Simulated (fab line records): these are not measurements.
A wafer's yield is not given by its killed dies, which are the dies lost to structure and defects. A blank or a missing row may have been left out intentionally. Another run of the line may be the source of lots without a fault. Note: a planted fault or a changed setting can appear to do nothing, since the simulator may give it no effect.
fab line records    flow sky130
record: lots: 9  wafers: 27  last-day: 49
route steps=708 shown FIELD_ISO@11 PWDE@54 PAD_OPEN@708
lots with no fault: from the same line, run without faults
start-h: the number of hours between the record's first day and the start of the first shown wafer of the lot    wait-h: hours elapsed since this lot's preceding step    " repeats the value in the row above    L1.1+2: several wafers, shown together as one row    - no value present, or no start provided    * or withheld: withheld    < > ~ a bound
route shown NAME@n: a module of which the file shows steps, and the number in the route of the first    usual: mean/standard deviation taken from wafers without a fault    same: alike in all rows    chamber/n: place in a boat    sites: the reading at each site    _std_site: their standard deviation    _edge_site: inner sites' mean taken away from outer sites' mean    radius-mm: for every site, how far away it sits from the centre of the wafer    mask NAME#n: copy n    behind: the most recent tool/chamber to have shaped the wafer    hold: reason for holding the lot/hours on hold/outcome of the hold    device: the n, p or np transistor that did not switch    end of line: at the end of the route, the tests of the same wafers    a step without rows: its recipe alone    killed: not the wafer's yield, but the dies lost to structure and defects at the first sort    map: a wafer's dies, marking killed ones x, the rest . and places with no die _
set.NAME: the setting the step ran with; set.NAME@STEP: the setting that earlier step ran with    model.NAME: the simulator's own value behind a step, which no gauge read
the route's steps for a sample of lots (tables are steps, rows are wafers)
services: from which hour (start-h, from the record's first day; less than 0 if before it) a tool's chamber was out of use, for how many hours, and why
== steps ==
step: SKY_FIELD_ISO_EXPOSE_10
recipe: mask-id: FOM  na: 0.68  source-shape: annular  sigma-inner: 0.4  sigma-outer: 0.8  target-cd-nm: 150  dose-mj: 28
lot.wafer   tool            chamber  start-h  wait-h  mask
L457.1+5+6  krf-scanner-01  0        21.75    -       FOM#0
L458.2+4+6  krf-scanner-02  0        26.08    -       FOM#0
L459.1+4+5  krf-scanner-01  0        32.96    -       FOM#0
L460.1+2+3  krf-scanner-01  0        36.67    -       FOM#0
L461.1+3+4  krf-scanner-01  0        41.38    -       FOM#0
L470.1+2+5  krf-scanner-01  0        88.19    -       FOM#0
L473.2+3+4  krf-scanner-02  0        102.91   -       FOM#0
L475.1+2+4  krf-scanner-02  0        113.97   -       FOM#0
L477.1+5+6  krf-scanner-02  0        123.27   -       FOM#0
step: SKY_FIELD_ISO_CD_MEAS_13
recipe: target-cd-nm: 150
usual: cd-nm: 149.7/1.6
lot.wafer  tool       chamber  start-h  wait-h  cd-nm
L457.1     cd-sem-02  -        28.32    -       147.1
L457.5     "          -        "        "       146.9
L457.6     "          -        "        "       146.7
L458.2     cd-sem-02  -        33.92    -       151.7
L458.4     "          -        "        "       150.2
L458.6     "          -        "        "       149.1
L459.1     cd-sem-01  -        40.32    -       150.0
L459.4     "          -        "        "       150.7
L459.5     "          -        "        "       150.0
L460.1     cd-sem-02  -        44.23    -       147.5
L460.2     "          -        "        "       147.9
L460.3     "          -        "        "       147.1
L461.1     cd-sem-02  -        49.28    -       148.6
L461.3     "          -        "        "       147.0
L461.4     "          -        "        "       147.6
L470.1     cd-sem-02  -        97.11    -       83.2
L470.2     "          -        "        "       82.8
L470.5     "          -        "        "       149.3
L473.2     cd-sem-01  -        111.68   -       150.7
L473.3     "          -        "        "       150.4
L473.4     "          -        "        "       149.6
L475.1     cd-sem-01  -        122.35   -       150.8
L475.2     "          -        "        "       150.2
L475.4     "          -        "        "       152.3
L477.1     cd-sem-02  -        132.60   -       153.0
L477.5     "          -        "        "       154.7
L477.6     "          -        "        "       152.9
step: SKY_FIELD_ISO_ETCH_14
recipe: chemistry: N2/H2  target: BARC  ion-energy-ev: 200  source-w: 500  bias-w: 100  pressure-mtorr: 30  n2-flow-sccm: 100  h2-flow-sccm: 200  stop-on: SiO2  time-s: 45.9  target-depth-a: 600
usual: drypump-motor-current-A: 5.7/0.56  oes-product-au: 0.854/0.0049  throttle-valve-pct: 13.225/0.01
lot.wafer  tool         chamber  start-h  wait-h  drypump-motor-current-A  oes-product-au  rf-hours-counter-h  throttle-valve-pct
L457.1     rie-diel-01  3        28.44    0.1     6.5                      0.855           171                 13.232
L457.5     "            0        "        "       5.9                      0.850           -                   13.227
L457.6     "            1        "        "       5.3                      0.861           -                   13.223
L458.2     rie-diel-03  1        34.02    0.1     4.9                      0.850           67                  13.218
L458.4     "            3        "        "       6.6                      0.858           173                 13.211
L458.6     "            0        "        "       6.3                      0.848           -                   13.227
L459.1     rie-diel-01  3        40.44    0.1     6.5                      0.849           171                 13.239
L459.4     "            1        "        "       5.3                      0.857           58                  13.215
L459.5     "            0        "        "       5.9                      0.859           -                   13.226
L460.1     rie-diel-03  0        44.35    0.1     6.3                      0.857           37                  13.201
L460.2     "            1        "        "       4.9                      0.848           67                  13.221
L460.3     "            2        "        "       5.7                      0.845           1                   13.235
L461.1     rie-diel-01  0        49.40    0.1     5.9                      0.852           5                   13.211
L461.3     "            3        "        "       6.5                      0.849           171                 13.232
L461.4     "            2        "        "       5.4                      0.852           170                 13.224
L470.1     rie-diel-01  1        97.23    0.1     5.3                      0.866           59                  13.207
L470.2     "            0        "        "       5.9                      0.854           7                   13.221
L470.5     "            0        "        "       5.9                      0.852           -                   13.230
L473.2     rie-diel-04  0        111.78   0.1     5.3                      0.851           46                  13.230
L473.3     "            2        "        "       6.2                      0.856           1                   13.231
L473.4     "            3        "        "       5.0                      0.859           68                  13.227
L475.1     rie-diel-01  3        122.47   0.1     6.5                      0.854           1                   13.230
L475.2     "            2        "        "       5.4                      0.855           0                   13.222
L475.4     "            1        "        "       5.3                      0.856           59                  13.226
L477.1     rie-diel-03  3        132.72   0.1     6.6                      0.860           1                   13.216
L477.5     "            0        "        "       6.3                      0.852           -                   13.224
L477.6     "            3        "        "       6.6                      0.867           -                   13.227
step: SKY_PWDE_STRIP_09
recipe: chemistry: O2/N2  power-w: 1400  pressure-mtorr: 1500  platen-temp-c: withheld  o2-flow-sccm: 3000  n2-flow-sccm: 300  overash-fraction: 0.5
usual: drypump-motor-current-A: 5.59/0.22  oes-product-au: 0.722/0.004  strip-time-to-endpoint-s: 36.92/0.089
same: overash-fraction: 0.5
lot.wafer  tool             chamber  start-h  wait-h  drypump-motor-current-A  oes-product-au  rf-hours-counter-h  strip-time-to-endpoint-s
L457.1     plasma-asher-01  0        68.18    0.1     5.54                     0.721           38                  36.97
L457.5     "                1        "        "       5.43                     0.716           -                   36.84
L457.6     "                0        "        "       5.53                     0.721           -                   37.00
L458.2     plasma-asher-02  0        77.47    0.1     5.38                     0.721           25                  37.02
L458.4     "                1        "        "       5.71                     0.729           -                   37.07
L458.6     "                1        "        "       5.73                     0.719           -                   37.00
L459.1     plasma-asher-02  1        81.58    0.1     5.71                     0.725           26                  36.97
L459.4     "                1        "        "       5.71                     0.725           -                   36.86
L459.5     "                1        "        "       5.73                     0.721           -                   36.94
L460.1     plasma-asher-02  1        84.82    0.2     5.71                     0.726           26                  36.93
L460.2     "                0        "        "       5.38                     0.719           26                  36.84
L460.3     "                1        "        "       5.71                     0.727           -                   36.82
L461.1     plasma-asher-04  0        90.82    0.1     6.13                     0.727           42                  37.04
L461.3     "                0        "        "       6.11                     0.724           -                   37.03
L461.4     "                1        "        "       5.74                     0.723           -                   36.96
L470.5     plasma-asher-01  1        139.45   0.1     5.37                     0.722           -                   37.02
L473.2     plasma-asher-04  1        156.72   0.1     5.71                     0.721           3                   37.09
L473.3     "                1        "        "       5.66                     0.725           -                   36.91
L473.4     "                0        "        "       6.07                     0.720           -                   36.94
L475.1     plasma-asher-01  1        175.32   0.1     5.43                     0.720           49                  36.77
L475.2     "                0        "        "       5.56                     0.723           49                  36.83
L475.4     "                0        "        "       5.50                     0.728           -                   36.67
L477.1     plasma-asher-04  1        187.38   0.1     5.71                     0.726           6                   36.87
L477.5     "                1        "        "       5.72                     0.716           -                   36.80
L477.6     "                0        "        "       6.12                     0.721           -                   36.90
step: SKY_PWDE_TW_MEAS_10
usual: PWDE_TW: 372/4
lot.wafer  tool           chamber  start-h  wait-h  PWDE_TW
L457.1     film-metro-02  -        68.28    0.1     376
L457.5     "              -        "        "       377
L457.6     "              -        "        "       378
L458.2     film-metro-02  -        77.58    0.1     377
L458.4     "              -        "        "       376
L458.6     "              -        "        "       376
L459.1     film-metro-01  -        81.68    0.1     371
L459.4     "              -        "        "       372
L459.5     "              -        "        "       368
L460.1     film-metro-04  -        84.92    0.1     366
L460.2     "              -        "        "       367
L460.3     "              -        "        "       367
L461.1     film-metro-01  -        90.92    0.1     371
L461.3     "              -        "        "       371
L461.4     "              -        "        "       370
L470.5     film-metro-01  -        139.52   0.0     372
L473.2     film-metro-01  -        156.83   0.1     370
L473.3     "              -        "        "       372
L473.4     "              -        "        "       370
L475.1     film-metro-04  -        175.42   0.1     368
L475.2     "              -        "        "       370
L475.4     "              -        "        "       368
L477.1     film-metro-01  -        187.48   0.1     376
L477.5     "              -        "        "       375
L477.6     "              -        "        "       377
step: SKY_PAD_OPEN_PROBE_99
usual: killed_at_M0_to_M3: 45/6.6  killed_at_M4_up: 3.1/1.6  killed-at-contacts: 24/5  killed-at-front-end: 14/4.4  killed-at-other: 0.3/0.58  killed-dies: 87/9.2  killed-on-rim: 17/3.6  killed-open: 47/6.7  killed-short: 40/6.4
same: gross-dies: 492  killed-at-back-side: 0
lot.wafer  tool       chamber  start-h  wait-h  killed_at_M0_to_M3  killed_at_M4_up  killed-at-contacts  killed-at-front-end  killed-at-other  killed-dies  killed-on-rim  killed-open  killed-short
L457.1     prober-01  -        1074.15  0.1     40                  4                25                  5                    1                75           12             46           29
L457.5     prober-01  -        1074.35  0.2     37                  0                26                  13                   0                76           12             48           28
L457.6     prober-01  -        1074.40  0.2     38                  2                25                  16                   0                81           16             44           37
L458.2     prober-02  -        1078.60  0.1     42                  1                25                  16                   0                84           19             46           38
L458.4     prober-02  -        1078.70  0.2     35                  4                27                  16                   0                82           16             42           40
L458.6     prober-02  -        1078.80  0.2     44                  6                28                  18                   0                96           21             48           48
L459.1     prober-01  -        1088.12  0.1     45                  0                24                  18                   1                88           17             41           47
L459.4     prober-01  -        1088.27  0.2     44                  1                26                  16                   0                87           21             46           41
L459.5     prober-01  -        1088.32  0.2     38                  3                33                  16                   0                90           17             44           46
L460.1     prober-02  -        1095.91  0.1     53                  2                18                  14                   0                87           16             39           48
L460.2     prober-02  -        1095.96  0.1     50                  6                28                  13                   0                97           17             45           52
L460.3     prober-02  -        1096.01  0.2     35                  1                30                  11                   1                78           15             46           32
L461.1     prober-01  -        1107.16  0.1     49                  4                20                  10                   0                83           10             53           30
L461.3     prober-01  -        1107.26  0.2     40                  1                24                  15                   1                81           19             46           35
L461.4     prober-01  -        1107.31  0.2     56                  4                21                  14                   0                95           15             58           37
L470.1     prober-02  -        1146.13  0.1     51                  1                24                  416                  0                492          96             51           39
L470.2     prober-02  -        1146.18  0.1     50                  2                24                  416                  0                492          96             49           39
L470.5     prober-02  -        1146.33  0.2     43                  3                21                  8                    0                75           23             39           36
L473.2     prober-01  -        1171.40  0.1     36                  7                26                  10                   0                79           20             37           42
L473.3     prober-01  -        1171.45  0.2     52                  3                20                  7                    0                82           22             39           43
L473.4     prober-01  -        1171.50  0.2     51                  6                28                  11                   0                96           19             44           52
L475.1     prober-02  -        1182.00  0.1     47                  4                20                  16                   1                88           20             50           38
L475.2     prober-02  -        1182.05  0.1     39                  2                20                  17                   0                78           22             38           40
L475.4     prober-02  -        1182.15  0.2     57                  5                23                  13                   1                99           20             57           42
L477.1     prober-02  -        1184.90  0.1     40                  3                22                  13                   0                78           19             35           43
L477.5     prober-02  -        1185.10  0.2     41                  6                21                  10                   0                78           17             39           39
L477.6     prober-02  -        1185.15  0.2     50                  3                24                  8                    0                85           13             43           42
killed by level:class
L457.1 VIA3:geometric-particle:open=12 CONTACT:geometric-particle:open=11 VIA1:geometric-particle:open=10 LI_CONTACT:geometric-particle:open=6 METAL1:geometric-particle:short=4 METAL2:geometric-particle:short=4 POLY_GATE:geometric-particle:short=3 LOCAL_INTERCONNECT:geometric-particle:short=3
L457.5 LI_CONTACT:geometric-particle:open=10 CONTACT:geometric-particle:open=9 VIA1:geometric-particle:open=9 VIA3:geometric-particle:open=8 VIA2:geometric-particle:open=5 POLY_GATE:geometric-particle:short=4 LOCAL_INTERCONNECT:geometric-particle:short=4 VIA3:geometric-particle:short=4
L457.6 VIA3:geometric-particle:open=8 METAL2:geometric-particle:short=7 CONTACT:geometric-particle:open=7 POLY_GATE:geometric-particle:open=7 VIA1:geometric-particle:open=7 LI_CONTACT:geometric-particle:open=6 POLY_GATE:geometric-particle:short=4 LI_CONTACT:geometric-particle:short=4
L458.2 CONTACT:geometric-particle:open=9 VIA1:geometric-particle:open=9 CONTACT:geometric-particle:short=7 LI_CONTACT:geometric-particle:open=6 FIELD_ISO:geometric-particle:open=5 METAL1:geometric-particle:short=5 METAL2:geometric-particle:short=5 VIA3:geometric-particle:open=4
L458.4 CONTACT:geometric-particle:open=11 CONTACT:geometric-particle:short=7 VIA1:geometric-particle:open=7 POLY_GATE:geometric-particle:open=6 VIA3:geometric-particle:open=5 FIELD_ISO:geometric-particle:short=4 LI_CONTACT:geometric-particle:open=4 METAL1:geometric-particle:short=4
L458.6 CONTACT:geometric-particle:open=12 VIA1:geometric-particle:open=10 METAL1:geometric-particle:short=7 FIELD_ISO:geometric-particle:short=6 LOCAL_INTERCONNECT:geometric-particle:short=6 METAL3:geometric-particle:short=6 POLY_GATE:geometric-particle:short=5 VIA1:geometric-particle:short=5
L459.1 METAL1:geometric-particle:short=9 CONTACT:geometric-particle:open=7 VIA1:geometric-particle:open=7 METAL2:geometric-particle:short=7 POLY_GATE:geometric-particle:short=5 LOCAL_INTERCONNECT:geometric-particle:short=5 CONTACT:geometric-particle:short=5 FIELD_ISO:geometric-particle:open=4
L459.4 CONTACT:geometric-particle:open=8 VIA1:geometric-particle:open=7 CONTACT:geometric-particle:short=7 VIA2:geometric-particle:open=7 VIA3:geometric-particle:open=6 METAL1:geometric-particle:short=6 LI_CONTACT:geometric-particle:open=5 FIELD_ISO:geometric-particle:short=4
L459.5 CONTACT:geometric-particle:open=9 LOCAL_INTERCONNECT:geometric-particle:short=8 CONTACT:geometric-particle:short=8 VIA3:geometric-particle:open=7 LI_CONTACT:geometric-particle:open=7 FIELD_ISO:geometric-particle:open=6 METAL2:geometric-particle:short=6 VIA2:geometric-particle:short=5
L460.1 VIA2:geometric-particle:open=9 METAL1:geometric-particle:short=7 METAL2:geometric-particle:short=7 VIA3:geometric-particle:open=7 CONTACT:geometric-particle:open=6 VIA1:geometric-particle:open=6 POLY_GATE:geometric-particle:short=5 LOCAL_INTERCONNECT:geometric-particle:short=5
L460.2 METAL2:geometric-particle:short=14 VIA1:geometric-particle:open=10 CONTACT:geometric-particle:open=9 VIA2:geometric-particle:open=8 LI_CONTACT:geometric-particle:open=8 FIELD_ISO:geometric-particle:short=5 METAL4:geometric-particle:short=5 LOCAL_INTERCONNECT:geometric-particle:short=4
L460.3 CONTACT:geometric-particle:open=8 VIA1:geometric-particle:open=7 LI_CONTACT:geometric-particle:open=7 CONTACT:geometric-particle:short=7 VIA3:geometric-particle:open=7 VIA2:geometric-particle:open=6 POLY_GATE:geometric-particle:open=4 POLY_GATE:geometric-particle:short=4
L461.1 VIA1:geometric-particle:open=14 VIA2:geometric-particle:open=11 LI_CONTACT:geometric-particle:open=8 VIA1:geometric-particle:short=5 VIA3:geometric-particle:open=5 FIELD_ISO:geometric-particle:open=4 CONTACT:geometric-particle:open=4 METAL2:geometric-particle:short=4
L461.3 VIA1:geometric-particle:open=13 CONTACT:geometric-particle:open=9 VIA3:geometric-particle:open=8 CONTACT:geometric-particle:short=8 POLY_GATE:geometric-particle:short=4 VIA3:geometric-particle:short=4 FIELD_ISO:geometric-particle:short=3 LI_CONTACT:geometric-particle:open=3
L461.4 VIA2:geometric-particle:open=13 VIA1:geometric-particle:open=12 LI_CONTACT:geometric-particle:open=11 VIA3:geometric-particle:open=8 VIA1:geometric-particle:short=7 CONTACT:geometric-particle:open=6 METAL2:geometric-particle:short=6 FIELD_ISO:geometric-particle:short=5
L470.1 FIELD_ISO:area-expose=402 VIA1:geometric-particle:open=12 CONTACT:geometric-particle:open=8 CONTACT:geometric-particle:short=6 VIA3:geometric-particle:open=6 VIA1:geometric-particle:short=6 VIA2:geometric-particle:open=6 FIELD_ISO:geometric-particle:open=4
L470.2 FIELD_ISO:area-expose=404 VIA1:geometric-particle:open=13 CONTACT:geometric-particle:open=13 METAL2:geometric-particle:short=8 VIA1:geometric-particle:short=6 VIA2:geometric-particle:open=6 CONTACT:geometric-particle:short=5 VIA3:geometric-particle:open=5
L470.5 VIA1:geometric-particle:open=9 CONTACT:geometric-particle:open=8 LI_CONTACT:geometric-particle:open=7 METAL2:geometric-particle:short=6 VIA2:geometric-particle:open=5 VIA3:geometric-particle:open=5 VIA3:geometric-particle:short=4 VIA1:geometric-particle:short=4
L473.2 CONTACT:geometric-particle:open=10 VIA1:geometric-particle:short=6 METAL4:geometric-particle:short=6 LI_CONTACT:geometric-particle:open=5 METAL2:geometric-particle:short=5 VIA2:geometric-particle:open=5 VIA3:geometric-particle:open=5 CONTACT:geometric-particle:short=4
L473.3 VIA3:geometric-particle:open=10 VIA1:geometric-particle:open=9 VIA2:geometric-particle:open=8 METAL2:geometric-particle:short=7 LOCAL_INTERCONNECT:geometric-particle:short=5 CONTACT:geometric-particle:short=5 METAL1:geometric-particle:short=5 CONTACT:geometric-particle:open=4
L473.4 VIA2:geometric-particle:open=10 METAL2:geometric-particle:short=9 CONTACT:geometric-particle:open=8 VIA1:geometric-particle:short=7 LI_CONTACT:geometric-particle:open=6 VIA1:geometric-particle:open=6 CONTACT:geometric-particle:short=5 VIA2:geometric-particle:short=5
L475.1 VIA1:geometric-particle:open=10 LI_CONTACT:geometric-particle:open=8 VIA2:geometric-particle:open=8 CONTACT:geometric-particle:open=7 VIA3:geometric-particle:open=7 POLY_GATE:geometric-particle:open=6 METAL1:geometric-particle:short=6 VIA3:geometric-particle:short=5
L475.2 CONTACT:geometric-particle:open=9 VIA1:geometric-particle:open=6 POLY_GATE:geometric-particle:open=5 METAL1:geometric-particle:short=5 VIA2:geometric-particle:open=5 VIA3:geometric-particle:open=5 FIELD_ISO:geometric-particle:short=4 CONTACT:geometric-particle:short=4
L475.4 VIA1:geometric-particle:open=16 VIA2:geometric-particle:open=11 METAL2:geometric-particle:short=9 CONTACT:geometric-particle:open=8 LI_CONTACT:geometric-particle:open=6 FIELD_ISO:geometric-particle:open=5 VIA3:geometric-particle:open=5 CONTACT:geometric-particle:short=4
L477.1 VIA1:geometric-particle:open=10 METAL2:geometric-particle:short=7 LI_CONTACT:geometric-particle:open=6 VIA3:geometric-particle:short=6 CONTACT:geometric-particle:open=5 LI_CONTACT:geometric-particle:short=4 FIELD_ISO:geometric-particle:short=4 LOCAL_INTERCONNECT:geometric-particle:short=4
L477.5 VIA3:geometric-particle:open=8 CONTACT:geometric-particle:open=7 CONTACT:geometric-particle:short=6 POLY_GATE:geometric-particle:short=5 VIA1:geometric-particle:short=5 METAL3:geometric-particle:short=5 VIA1:geometric-particle:open=5 VIA2:geometric-particle:open=5
L477.6 LI_CONTACT:geometric-particle:open=8 CONTACT:geometric-particle:open=8 METAL2:geometric-particle:short=8 VIA3:geometric-particle:open=7 VIA2:geometric-particle:short=6 METAL1:geometric-particle:short=6 VIA1:geometric-particle:open=6 VIA2:geometric-particle:open=5
== services ==
tool             chamber  start-h  hours  kind
krf-scanner-01   -        1.42     1.3    pm
rie-diel-01      -        3.04     2.5    repair
krf-scanner-01   -        13.36    0.4    repair
rie-diel-03      3        55.68    6.3    repair
rie-diel-03      3        62.00    -      clean
rie-diel-03      3        62.00    18.2   scheduled-down
rie-diel-01      3        63.95    -      clean
rie-diel-01      3        63.95    -      consumable-replace:esc
rie-diel-01      3        63.95    24.9   scheduled-down
rie-diel-01      3        63.95    24.9   vent-cycle
krf-scanner-02   -        80.83    0.8    pm
rie-diel-01      2        88.82    -      clean
rie-diel-01      2        88.82    20.9   scheduled-down
rie-diel-01      2        88.82    20.9   vent-cycle
krf-scanner-01   -        93.39    0.8    pm
plasma-asher-04  -        108.75   9.0    pm
plasma-asher-04  -        110.18   14.2   repair
krf-scanner-02   -        117.43   1.0    pm
krf-scanner-01   -        143.53   1.0    pm
rie-diel-03      2        148.71   3.2    repair
krf-scanner-02   -        154.83   1.3    pm
plasma-asher-02  -        157.88   2.9    repair
krf-scanner-01   -        174.12   1.3    pm
krf-scanner-01   -        175.50   1.5    repair
== key ==
first-sign: step: SKY_FIELD_ISO_CD_MEAS_13  reading: cd-nm  direction: down  sigmas: 41  usual: 149.7  struck: 83.0
effect: step: SKY_PAD_OPEN_PROBE_99  reading: killed-at-front-end  direction: up  sigmas: 92  usual: 14  struck: 416
more-kills-born-at: SKY_FIELD_ISO_EXPOSE_10@krf-scanner-01: 806
met-at SKY_FIELD_ISO_EXPOSE_10
struck-lots L470
struck-wafers L470.1,L470.2
later-rows-left-out L470.1,L470.2
tester-left-out L470
not-acting-at SKY_FIELD_ISO_ETCH_14,SKY_PWDE_STRIP_09,SKY_PWDE_TW_MEAS_10
onset-between 41.38 88.19
fault: kind: process-parameter-drift  tool: krf-scanner-01  chamber: -  onset-h: 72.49  steps: SKY_FIELD_ISO_EXPOSE_10  channel: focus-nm  offset: 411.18  shape: step  end-h: 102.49  scope: struck-wafers-only
tester-left-out: of these lots the tester's yield and bins aren't shown, on N5 and GAA mostly nor the transistor test; their killed dies are dies lost to structure and defects alone, not to doping, threshold or leakage, so they don't give the yield
later-rows-left-out: the simulator's readings of these wafers behind a module that went badly wrong aren't trusted and aren't shown, but for the sort
